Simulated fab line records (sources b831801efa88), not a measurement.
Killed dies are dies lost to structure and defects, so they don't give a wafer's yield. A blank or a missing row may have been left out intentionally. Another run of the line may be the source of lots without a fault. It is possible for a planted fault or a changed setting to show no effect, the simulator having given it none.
fab line records | flow sky130
record: lots: 6 wafers: 18 last-day: 50
route steps=708 shown METAL3@556 PAD_OPEN@708
lots that met no fault: taken from a fault-free run of the same line
start-h: hours from the record's opening day to when the first of the lot's shown wafers began | wait-h: how many hours have passed since the lot's step before this one | " identical to the entry in the row above | L1.1+2: a single row standing in for several wafers | - value missing, or start not given | * or withheld: withheld | < > ~ a bound
route shown NAME@n: NAME is a module with steps in the file, n the number in the route of the first one | usual: mean and standard deviation over wafers with no fault | same: alike in all rows | chamber/n: place in a boat | sites: readings site by site | _std_site: standard deviation across them | _edge_site: the outer-site mean with the inner-site mean subtracted | radius-mm: for every site, how far away it sits from the centre of the wafer | mask NAME#n: copy n | behind: the last tool/chamber to shape the wafer | hold: why the lot went on hold/how many hours it stayed there/how the hold came to an end | device: names the non-switching transistor (n, p or np) | end of line: the same wafers' tests at the end of the route | a step without rows: its recipe alone | killed: dies that structure and defects cost at the first sort, which is not the same as the wafer's yield | map: shows each die of a wafer: x if killed, . if not, _ if none is there
set.NAME: the run value of the setting; set.NAME@STEP: its run value at that earlier step | model.NAME: the simulator's own value behind a step, which no gauge read
lots at some steps of the route; a table a step, a row a wafer
services: the hour from which a tool's chamber was out of use, counted from the record's first day as start-h (under 0 if before that day), plus the number of hours and why
== steps ==
step: SKY_METAL3_HMDS_06
recipe: prime-time-s: 60 prime-temp-c: 120
step: SKY_METAL3_COAT_07
recipe: resist: BARC temp-c: withheld time-s: withheld spin-rpm: 3000 resist-thk-nm: 60
step: SKY_METAL3_COAT_08
recipe: resist: KrF-thick spin-rpm: 3000 resist-thk-nm: 1140
step: SKY_METAL3_SOFTBAKE_09
recipe: temp-c: 100 time-s: 90 resist: KrF-thick
step: SKY_METAL3_EXPOSE_10
recipe: mask-id: MM3 na: 0.68 source-shape: annular sigma-inner: 0.4 sigma-outer: 0.8 target-cd-nm: 300 dose-mj: 28
step: SKY_METAL3_PEB_11
recipe: peb-temp-c: withheld peb-time-s: withheld resist: KrF-thick
step: SKY_METAL3_DEVELOP_12
recipe: develop-time-s: 60 resist: KrF-thick dev-temp-c: 21
step: SKY_METAL3_CD_MEAS_13
recipe: target-cd-nm: 300
usual: cd-nm: 300.3/1.5
columns lot.wafer tool chamber start-h wait-h cd-nm
L630.1 cd-sem-01 - 897.61 - 299.5
L630.3 " - " " 299.2
L630.4 " - " " 300.0
L635.4 cd-sem-02 - 934.42 - 297.0
L635.5 " - " " 297.6
L635.6 " - " " 300.8
L639.4 cd-sem-01 - 957.58 - 302.1
L639.5 " - " " 301.1
L639.6 " - " " 300.9
L640.3 cd-sem-02 - 970.31 - 299.3
L640.4 " - " " 301.1
L640.5 " - " " 300.7
L648.3 cd-sem-01 - 1039.45 - 300.2
L648.5 " - " " 302.1
L648.6 " - " " 302.4
L651.2 cd-sem-02 - 1040.76 - 298.9
L651.4 " - " " 300.2
L651.5 " - " " 299.7
step: SKY_METAL3_OVL_MEAS_14
usual: METAL3_OVL: -1/6.5
columns lot.wafer tool chamber start-h wait-h METAL3_OVL[nm]
L630.1 overlay-02 - 897.73 0.1 -6
L630.3 " - " " -8
L630.4 " - " " -13
L635.4 overlay-01 - 934.50 0.1 7
L635.5 " - " " -4
L635.6 " - " " 2
L639.4 overlay-01 - 957.66 0.1 5
L639.5 " - " " -1
L639.6 " - " " -11
L640.3 overlay-02 - 970.41 0.1 -9
L640.4 " - " " 0
L640.5 " - " " -9
L648.3 overlay-01 - 1039.54 0.1 14
L648.5 " - " " 1
L648.6 " - " " -2
L651.2 overlay-01 - 1040.87 0.1 -2
L651.4 " - " " -5
L651.5 " - " " -4
step: SKY_METAL3_DESCUM_15
recipe: chemistry: O2 source-power-w: 150 bias-power-w: 0 pressure-mtorr: 10 temp-c: 40 time-s: 8
usual: chamber-pressure-mTorr: 10.001/0.0082 drypump-motor-current-A: 5.8/0.51 oes-product-au: 1.000/0.01
columns lot.wafer tool chamber start-h wait-h chamber-pressure-mTorr drypump-motor-current-A oes-product-au rf-hours-counter-h
L630.1 rie-metal-04 0 897.77 0.0 10.001 6.0 0.982 13
L630.3 " 1 " " 9.995 5.2 1.008 -
L630.4 " 0 " " 9.997 6.0 0.985 -
L635.4 rie-metal-03 0 934.53 0.0 9.999 6.0 0.995 -
L635.5 " 1 " " 9.997 5.1 1.023 -
L635.6 " 0 " " 10.005 6.0 1.001 -
L639.4 rie-metal-01 0 957.69 0.0 10.003 6.5 0.990 -
L639.5 " 0 " " 9.982 6.5 1.000 -
L639.6 " 1 " " 9.983 6.3 1.006 -
L640.3 rie-metal-03 0 970.45 0.0 10.015 6.0 0.998 -
L640.4 " 0 " " 10.022 6.0 1.009 -
L640.5 " 0 " " 10.003 6.0 0.997 -
L648.3 rie-metal-01 1 1039.58 0.0 10.000 6.3 0.994 -
L648.5 " 1 " " 9.991 6.3 0.993 -
L648.6 " 0 " " 9.996 6.5 0.997 -
L651.2 rie-metal-04 1 1040.90 0.0 10.002 5.2 1.006 11
L651.4 " 0 " " 9.993 6.0 0.987 -
L651.5 " 1 " " 10.014 5.2 1.010 -
step: SKY_METAL3_ETCH_16
recipe: chemistry: N2/H2 target: BARC ion-energy-ev: 200 bias-w: 100 pressure-mtorr: 30 n2-flow-sccm: 100 h2-flow-sccm: 200 icp-w: 487.9 stop-on: SiO2 time-s: 88.2 target-depth-a: 600
usual: chamber-pressure-mTorr: 29.999/0.028 drypump-motor-current-A: 5.8/0.51 oes-product-au: 0.627/0.0048 run-length-s: 116.6/0.7 throttle-valve-pct: 13.206/0.0094
columns lot.wafer tool chamber start-h wait-h chamber-pressure-mTorr drypump-motor-current-A oes-product-au rf-hours-counter-h run-length-s throttle-valve-pct
L630.1 rie-metal-04 0 897.80 0.0 30.040 6.0 0.626 13 116.7 13.217
L630.3 " 1 " " 29.983 5.2 0.621 - 116.2 13.217
L630.4 " 0 " " 30.041 6.0 0.622 - 116.7 13.205
L635.4 rie-metal-03 0 934.58 0.0 30.000 6.0 0.624 - 116.3 13.207
L635.5 " 1 " " 29.998 5.1 0.632 - 117.0 13.199
L635.6 " 0 " " 29.979 6.0 0.621 - 116.6 13.223
L639.4 rie-metal-01 0 957.75 0.0 30.062 6.5 0.628 - 116.4 13.205
L639.5 " 0 " " 29.970 6.5 0.623 - 115.8 13.212
L639.6 " 1 " " 29.972 6.3 0.619 - 117.4 13.206
L640.3 rie-metal-03 0 970.56 0.1 29.965 6.0 0.640 - 116.6 13.202
L640.4 " 0 " " 29.989 6.0 0.629 - 116.2 13.206
L640.5 " 0 " " 30.005 6.0 0.624 - 116.2 13.201
L648.3 rie-metal-01 1 1039.63 0.0 29.949 6.3 0.621 - 117.1 13.199
L648.5 " 1 " " 29.989 6.3 0.621 - 116.9 13.202
L648.6 " 0 " " 29.917 6.5 0.626 - 116.0 13.205
L651.2 rie-metal-04 1 1040.93 0.0 29.996 5.2 0.627 11 116.4 13.213
L651.4 " 0 " " 30.028 6.0 0.626 - 116.7 13.208
L651.5 " 1 " " 29.957 5.2 0.625 - 116.1 13.195
step: SKY_METAL3_ETCH_17
recipe: target: SiO2 stop-on: TiN chemistry: C4F8/O2/Ar source-w: 1500 bias-w: 1200 pressure-mtorr: 40 c4f8-flow-sccm: withheld O2_flow_sccm: 6 Ar_flow_sccm: 300 time-s: 3.9 target-depth-a: 150
usual: chamber-pressure-mTorr: 40.00/0.035 oes-product-au: 0.754/0.0064
columns lot.wafer tool chamber start-h wait-h chamber-pressure-mTorr oes-product-au rf-hours-counter-h
L630.1 rie-diel-04 2 897.90 0.1 40.02 0.748 3
L630.3 " 3 " " 39.97 0.749 8
L630.4 " 1 " " 39.97 0.753 9
L635.4 rie-diel-01 3 934.65 0.0 39.94 0.754 24
L635.5 " 1 " " 40.00 0.751 -
L635.6 " 2 " " 39.98 0.755 -
L639.4 rie-diel-04 3 957.81 0.0 40.05 0.766 9
L639.5 " 0 " " 40.00 0.773 -
L639.6 " 3 " " 40.05 0.754 -
L640.3 rie-diel-01 0 970.69 0.1 39.97 0.764 23
L640.4 " 3 " " 40.00 0.757 25
L640.5 " 0 " " 39.98 0.748 -
L648.3 rie-diel-04 2 1039.70 0.0 40.05 0.750 7
L648.5 " 1 " " 39.97 0.750 -
L648.6 " 3 " " 39.98 0.751 -
L651.2 rie-diel-03 1 1041.03 0.1 40.09 0.751 18
L651.4 " 3 " " 40.03 0.765 2
L651.5 " 0 " " 40.03 0.753 -
step: SKY_METAL3_METAL_ETCH_18
recipe: target-depth-a: 8450 stop-on: SiO2 over-etch-frac: 0.3 time-s: 183.1 chemistry: Cl2/BCl3 resist-sidewall-deg: 88 pressure-mtorr: 10 icp-w: 900 bias-w: 48.5 Cl2_flow_sccm: 60 bcl3-flow-sccm: 30
usual: bcl3-flow-sccm: 29.98/0.097 chamber-pressure-mTorr: 10.000/0.0092 drypump-motor-current-A: 5.9/0.52 oes-product-au: 0.864/0.0051 run-length-s: 211.7/0.95 throttle-valve-pct: 22.265/0.0089
columns lot.wafer tool chamber start-h wait-h bcl3-flow-sccm chamber-pressure-mTorr drypump-motor-current-A oes-product-au rf-hours-counter-h run-length-s throttle-valve-pct model.KrF-thick_of_METAL3_COAT_08.thk-nm model.METAL3.cd-nm model.SiO2_of_VIA2_HDPCVD_00.thk-nm
L630.1 rie-metal-03 1 897.91 0.0 30.02 9.998 5.1 0.863 11 211.2 22.250 518.7 299.8 463.9
L630.3 " 1 " " 29.91 10.013 5.1 0.865 - 211.7 22.278 520 296.9 463.8
L630.4 " 0 " " 30.13 9.997 6.0 0.870 - 211.9 22.263 535.8 300.7 464.6
L635.4 rie-metal-04 1 934.72 0.1 29.95 9.996 5.2 0.866 - 210.9 22.266 515.7 297 465.7
L635.5 " 1 " " 29.97 10.012 5.2 0.863 - 211.9 22.265 516.8 295.3 463.7
L635.6 " 0 " " 30.02 9.996 6.0 0.864 - 212.0 22.276 535.2 298.6 465.5
L639.4 rie-metal-04 0 957.89 0.1 30.00 9.999 6.0 0.788 - 244.9 22.283 441.4 289.5 459.5
L639.5 " 0 " " 29.90 9.996 6.0 0.788 - 245.1 22.264 444 285.8 461
L639.6 " 1 " " 30.01 9.985 5.2 0.854 - 211.0 22.275 521.6 304.2 463.3
L640.3 rie-metal-04 0 970.77 0.1 29.98 10.017 6.0 0.789 - 245.1 22.262 447.3 289.9 460.5
L640.4 " 1 " " 29.84 10.000 5.2 0.859 - 211.1 22.265 523.2 304.5 463.9
L640.5 " 1 " " 30.05 9.995 5.2 0.866 - 211.6 22.270 529.6 302.2 465.7
L648.3 rie-metal-03 0 1039.77 0.1 29.94 9.984 6.0 0.873 - 211.1 22.266 544.7 299.1 467.4
L648.5 " 1 " " 30.12 9.995 5.1 0.872 - 211.9 22.263 523.8 297.6 465.1
L648.6 " 0 " " 29.94 10.015 6.0 0.869 - 211.1 22.274 535.6 300.2 465.6
L651.2 rie-metal-03 1 1041.05 0.0 30.03 9.985 5.1 0.874 18 211.4 22.257 523.7 294.3 464.1
L651.4 " 1 " " 29.93 10.001 5.1 0.869 - 211.3 22.273 520.4 298.3 465
L651.5 " 1 " " 29.91 9.992 5.1 0.869 - 211.3 22.268 520.3 299.7 465.3
step: SKY_METAL3_STRIP_19
recipe: chemistry: O2/N2 power-w: 1400 pressure-mtorr: 1500 platen-temp-c: withheld o2-flow-sccm: 3000 n2-flow-sccm: 300 overash-fraction: 0.5
usual: chamber-pressure-mTorr: 1500.0/1.5 drypump-motor-current-A: 5.67/0.27 oes-product-au: 0.503/0.0054 strip-time-to-endpoint-s: 6.55/0.08
same: overash-fraction: 0.5
columns lot.wafer tool chamber start-h wait-h chamber-pressure-mTorr drypump-motor-current-A oes-product-au rf-hours-counter-h strip-time-to-endpoint-s
L630.1 plasma-asher-04 1 898.09 0.1 1498.9 5.74 0.494 43 6.46
L630.3 " 0 " " 1500.0 5.42 0.503 - 6.45
L630.4 " 1 " " 1500.9 5.66 0.509 - 6.64
L635.4 plasma-asher-02 0 934.88 0.1 1498.5 5.96 0.490 - 6.42
L635.5 " 1 " " 1501.3 5.80 0.501 - 6.43
L635.6 " 0 " " 1499.8 5.96 0.509 - 6.62
L639.4 plasma-asher-04 0 958.04 0.1 1498.8 5.42 0.461 - 5.68
L639.5 " 0 " " 1499.4 5.39 0.467 - 5.72
L639.6 " 1 " " 1500.1 5.68 0.495 - 6.47
L640.3 plasma-asher-03 0 970.92 0.1 1502.6 5.20 0.471 - 5.73
L640.4 " 1 " " 1499.3 5.44 0.501 - 6.49
L640.5 " 1 " " 1501.0 5.45 0.502 - 6.56
L648.3 plasma-asher-03 1 1039.93 0.1 1500.7 5.44 0.506 - 6.70
L648.5 " 1 " " 1504.0 5.45 0.500 - 6.49
L648.6 " 0 " " 1499.9 5.20 0.507 - 6.61
L651.2 plasma-asher-04 0 1041.23 0.1 1497.7 5.43 0.504 56 6.50
L651.4 " 1 " " 1500.7 5.68 0.502 - 6.48
L651.5 " 1 " " 1497.7 5.65 0.500 - 6.47
step: SKY_METAL3_STRIP_20
recipe: chemistry: post-etch-residue-remover time-s: 1200 temp-c: 72.5
step: SKY_PAD_OPEN_PROBE_99
usual: defect-limited-yield: 82.3/2 killed_at_M0_to_M3: 44/7.9 killed_at_M4_up: 3.1/1.9 killed-at-contacts: 24/4.6 killed-at-front-end: 16/4.9 killed-at-other: 0.3/0.6 killed-dies: 87/9.7 killed-open: 48/7.2 killed-short: 39/5.6 sort_bin_3_pad_short: 0.8/0.47 sort_bin_5_function: 10.4/1.5 sort_bin_6_memory: 6.5/1.1 sort-n-pass: 405/9.7 sort-yield-pct: 82.3/2
same: gross-dies: 492 killed-at-back-side: 0 sort_bin_4_leakage[%]: 0 sort_bin_8_speed[%]: 0
columns lot.wafer tool chamber start-h wait-h defect-limited-yield[%] killed_at_M0_to_M3 killed_at_M4_up killed-at-contacts killed-at-front-end killed-at-other killed-dies killed-open killed-short sort_bin_3_pad_short[%] sort_bin_5_function[%] sort_bin_6_memory[%] sort-n-pass sort-yield-pct[%] model.etest.met3.width-nm model.etest.met3.line-ohm-um
L630.1 prober-02 - 1070.39 0.1 79.5 50 1 26 24 0 101 65 35 1.0 11.8 7.7 391 79.5 298.8 0.1435
L630.3 prober-02 - 1070.49 0.2 77.4 54 8 24 25 0 111 68 43 1.8 11.8 8.9 381 77.4 295.6 0.1445
L630.4 prober-02 - 1070.54 0.2 82.1 43 2 29 14 0 88 55 33 0.6 10.2 7.1 404 82.1 302 0.1417
L635.4 prober-01 - 1101.53 0.2 82.3 37 3 23 23 1 87 49 38 1.2 10.6 5.9 405 82.3 299 0.1427
L635.5 prober-01 - 1101.58 0.2 81.1 58 6 16 13 0 93 51 42 1.2 10.6 7.1 399 81.1 296.4 0.1442
L635.6 prober-01 - 1101.63 0.2 81.3 49 5 20 18 0 92 48 44 1.0 11.4 6.3 400 81.3 304 0.1416
L639.4 prober-01 - 1118.90 0.2 83.9 37 4 24 13 1 79 50 29 0.2 10.6 5.3 413 83.9 292.8 0.1454
L639.5 prober-01 - 1118.95 0.2 81.1 39 2 30 20 2 93 46 46 1.2 10.0 7.7 399 81.1 284.7 0.1527
L639.6 prober-01 - 1119.00 0.2 86.2 40 1 16 11 0 68 38 30 0.6 7.5 5.7 424 86.2 304.3 0.1412
L640.3 prober-02 - 1131.81 0.2 81.5 50 2 22 17 0 91 43 48 1.4 12.0 5.1 401 81.5 290.8 0.1471
L640.4 prober-02 - 1131.86 0.2 82.3 53 1 15 17 1 87 47 40 0.8 11.0 5.9 405 82.3 302.8 0.1419
L640.5 prober-02 - 1131.91 0.2 80.9 48 3 21 22 0 94 51 43 1.0 11.2 6.9 398 80.9 298.7 0.1433
L648.3 prober-02 - 1189.33 0.2 81.3 49 3 27 12 1 92 55 36 1.0 11.2 6.5 400 81.3 299.4 0.1406
L648.5 prober-02 - 1189.43 0.2 81.7 45 4 26 14 1 90 42 48 0.8 9.8 7.7 402 81.7 297.3 0.1442
L648.6 prober-02 - 1189.48 0.2 82.3 34 2 28 23 0 87 41 45 1.2 10.0 6.5 405 82.3 304.1 0.14
L651.2 prober-01 - 1190.78 0.1 82.1 41 5 25 17 0 88 47 41 0.8 10.8 6.3 404 82.1 293.7 0.1451
L651.4 prober-01 - 1190.88 0.2 82.3 43 4 23 17 0 87 50 37 0.6 9.8 7.3 405 82.3 298.3 0.1431
L651.5 prober-01 - 1190.93 0.2 81.5 36 7 23 25 0 91 51 40 1.2 11.0 6.3 401 81.5 299.1 0.1441
killed by level:class
L630.1 VIA1:geometric-particle:open=16 CONTACT:geometric-particle:open=12 POLY_GATE:geometric-particle:open=9 VIA3:geometric-particle:open=9 LI_CONTACT:geometric-particle:open=7 VIA1:geometric-particle:short=6 POLY_GATE:geometric-particle:short=4 CONTACT:geometric-particle:short=4
L630.3 VIA1:geometric-particle:open=15 CONTACT:geometric-particle:open=12 VIA3:geometric-particle:open=9 VIA2:geometric-particle:open=8 POLY_GATE:geometric-particle:short=7 FIELD_ISO:geometric-particle:open=5 METAL1:geometric-particle:short=5 VIA2:geometric-particle:short=5
L630.4 VIA1:geometric-particle:open=16 LI_CONTACT:geometric-particle:open=13 VIA2:geometric-particle:open=7 VIA3:geometric-particle:open=6 FIELD_ISO:geometric-particle:short=5 LOCAL_INTERCONNECT:geometric-particle:short=5 CONTACT:geometric-particle:short=5 FIELD_ISO:geometric-particle:open=4
L635.4 CONTACT:geometric-particle:open=10 FIELD_ISO:geometric-particle:short=7 METAL1:geometric-particle:short=7 VIA1:geometric-particle:open=7 LI_CONTACT:geometric-particle:open=6 VIA2:geometric-particle:open=6 POLY_GATE:geometric-particle:open=5 VIA3:geometric-particle:open=5
L635.5 VIA2:geometric-particle:open=10 VIA1:geometric-particle:open=9 VIA3:geometric-particle:open=9 VIA1:geometric-particle:short=7 LI_CONTACT:geometric-particle:open=6 METAL4:geometric-particle:short=6 CONTACT:geometric-particle:open=5 METAL1:geometric-particle:short=5
L635.6 VIA1:geometric-particle:open=9 POLY_GATE:geometric-particle:open=8 CONTACT:geometric-particle:open=7 VIA2:geometric-particle:open=7 VIA2:geometric-particle:short=6 CONTACT:geometric-particle:short=5 VIA1:geometric-particle:short=5 VIA3:geometric-particle:short=5
L639.4 VIA1:geometric-particle:open=13 LI_CONTACT:geometric-particle:open=9 VIA2:geometric-particle:open=8 CONTACT:geometric-particle:open=6 CONTACT:geometric-particle:short=4 VIA3:geometric-particle:open=4 FIELD_ISO:geometric-particle:short=3 FIELD_ISO:geometric-particle:open=3
L639.5 CONTACT:geometric-particle:open=11 VIA1:geometric-particle:open=9 VIA2:geometric-particle:open=7 FIELD_ISO:geometric-particle:short=6 POLY_GATE:geometric-particle:short=5 LI_CONTACT:geometric-particle:open=5 LOCAL_INTERCONNECT:geometric-particle:short=5 CONTACT:geometric-particle:short=5
L639.6 VIA1:geometric-particle:open=14 CONTACT:geometric-particle:open=7 METAL2:geometric-particle:short=6 VIA2:geometric-particle:open=5 FIELD_ISO:geometric-particle:short=4 METAL1:geometric-particle:short=4 FIELD_ISO:geometric-particle:open=3 METAL3:geometric-particle:short=3
L640.3 VIA1:geometric-particle:open=11 VIA1:geometric-particle:short=10 LI_CONTACT:geometric-particle:open=9 METAL2:geometric-particle:short=8 POLY_GATE:geometric-particle:open=6 LI_CONTACT:geometric-particle:short=5 POLY_GATE:geometric-particle:short=4 CONTACT:geometric-particle:open=4
L640.4 VIA1:geometric-particle:open=13 VIA2:geometric-particle:open=9 METAL1:geometric-particle:short=8 POLY_GATE:geometric-particle:open=6 CONTACT:geometric-particle:open=6 FIELD_ISO:geometric-particle:open=5 CONTACT:geometric-particle:short=5 VIA2:geometric-particle:short=5
L640.5 VIA1:geometric-particle:open=12 VIA2:geometric-particle:open=9 METAL1:geometric-particle:short=8 FIELD_ISO:geometric-particle:open=6 CONTACT:geometric-particle:open=6 LI_CONTACT:geometric-particle:open=6 VIA1:geometric-particle:short=6 FIELD_ISO:geometric-particle:short=5
L648.3 CONTACT:geometric-particle:open=14 VIA1:geometric-particle:open=8 VIA3:geometric-particle:open=7 POLY_GATE:geometric-particle:open=5 LI_CONTACT:geometric-particle:open=5 METAL1:geometric-particle:short=5 VIA1:geometric-particle:short=5 METAL1:geometric-particle:open=4
L648.5 CONTACT:geometric-particle:open=10 METAL2:geometric-particle:short=10 METAL1:geometric-particle:short=8 LI_CONTACT:geometric-particle:open=6 VIA3:geometric-particle:open=6 CONTACT:geometric-particle:short=5 VIA1:geometric-particle:open=5 FIELD_ISO:geometric-particle:open=4
L648.6 CONTACT:geometric-particle:open=10 POLY_GATE:geometric-particle:open=9 FIELD_ISO:geometric-particle:short=8 CONTACT:geometric-particle:short=8 METAL1:geometric-particle:short=6 VIA3:geometric-particle:short=6 LI_CONTACT:geometric-particle:open=5 VIA1:geometric-particle:open=5
L651.2 VIA2:geometric-particle:open=10 VIA1:geometric-particle:open=9 CONTACT:geometric-particle:open=8 POLY_GATE:geometric-particle:open=6 VIA1:geometric-particle:short=6 LI_CONTACT:geometric-particle:short=5 METAL1:geometric-particle:short=5 POLY_GATE:geometric-particle:short=4
L651.4 VIA1:geometric-particle:open=13 CONTACT:geometric-particle:open=9 VIA2:geometric-particle:open=9 VIA1:geometric-particle:short=7 LI_CONTACT:geometric-particle:open=7 CONTACT:geometric-particle:short=5 METAL2:geometric-particle:short=5 FIELD_ISO:geometric-particle:short=4
L651.5 POLY_GATE:geometric-particle:open=10 VIA1:geometric-particle:open=8 FIELD_ISO:geometric-particle:open=7 LI_CONTACT:geometric-particle:open=7 METAL4:geometric-particle:short=6 METAL2:geometric-particle:short=6 VIA3:geometric-particle:open=6 CONTACT:geometric-particle:open=5
== services ==
columns tool chamber start-h hours kind
rie-diel-01 2 873.90 7.5 repair
rie-diel-03 3 886.99 5.5 repair
rie-diel-04 0 890.06 1.3 repair
rie-diel-03 3 897.26 12.8 repair
plasma-asher-02 - 897.87 4.4 repair
rie-diel-04 2 910.59 10.0 repair
rie-metal-04 - 912.91 2.8 pm
rie-diel-01 0 947.13 16.0 repair
rie-metal-01 1 948.92 1.2 repair
rie-diel-04 - 952.74 2.1 repair
plasma-asher-04 - 958.72 2.8 pm
rie-metal-03 1 966.74 4.3 repair
plasma-asher-02 - 967.79 1.1 repair
plasma-asher-03 - 983.18 1.4 repair
rie-diel-03 - 983.23 28.1 pm
rie-metal-01 - 994.27 1.4 pm
plasma-asher-04 - 1025.55 13.9 repair
rie-diel-03 - 1026.52 0.3 repair
rie-diel-04 0 1034.60 - clean
rie-diel-04 0 1034.60 15.3 scheduled-down
rie-diel-04 - 1037.52 0.7 repair
rie-metal-01 0 1040.46 - clean
rie-metal-01 0 1040.46 27.3 scheduled-down
rie-metal-01 0 1040.46 27.3 vent-cycle
== key ==
first-sign: step: SKY_METAL3_METAL_ETCH_18 reading: run-length-s direction: up sigmas: 35 usual: * struck: *
effect: step: SKY_METAL3_METAL_ETCH_18 reading: oes-product-au direction: down sigmas: 15 usual: 0.864 struck: 0.788
effect: step: SKY_METAL3_STRIP_19 reading: strip-time-to-endpoint-s direction: down sigmas: 11 usual: * struck: *
model-effect: step: SKY_METAL3_METAL_ETCH_18 value: KrF-thick_of_METAL3_COAT_08.thk-nm without: 542.5 struck: 444.3
model-effect: step: SKY_PAD_OPEN_PROBE_99 value: etest.met3.width-nm without: 300.2 struck: 289.4
met-at SKY_METAL3_METAL_ETCH_18
struck-wafers L639.4,L639.5,L640.3
onset-between 934.72 957.89
fault: kind: process-parameter-drift tool: rie-metal-04 chamber: 0 onset-h: 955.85 steps: SKY_METAL3_METAL_ETCH_18 channel: time-s offset: * shape: step end-h: 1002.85 acts-in: * stated: *
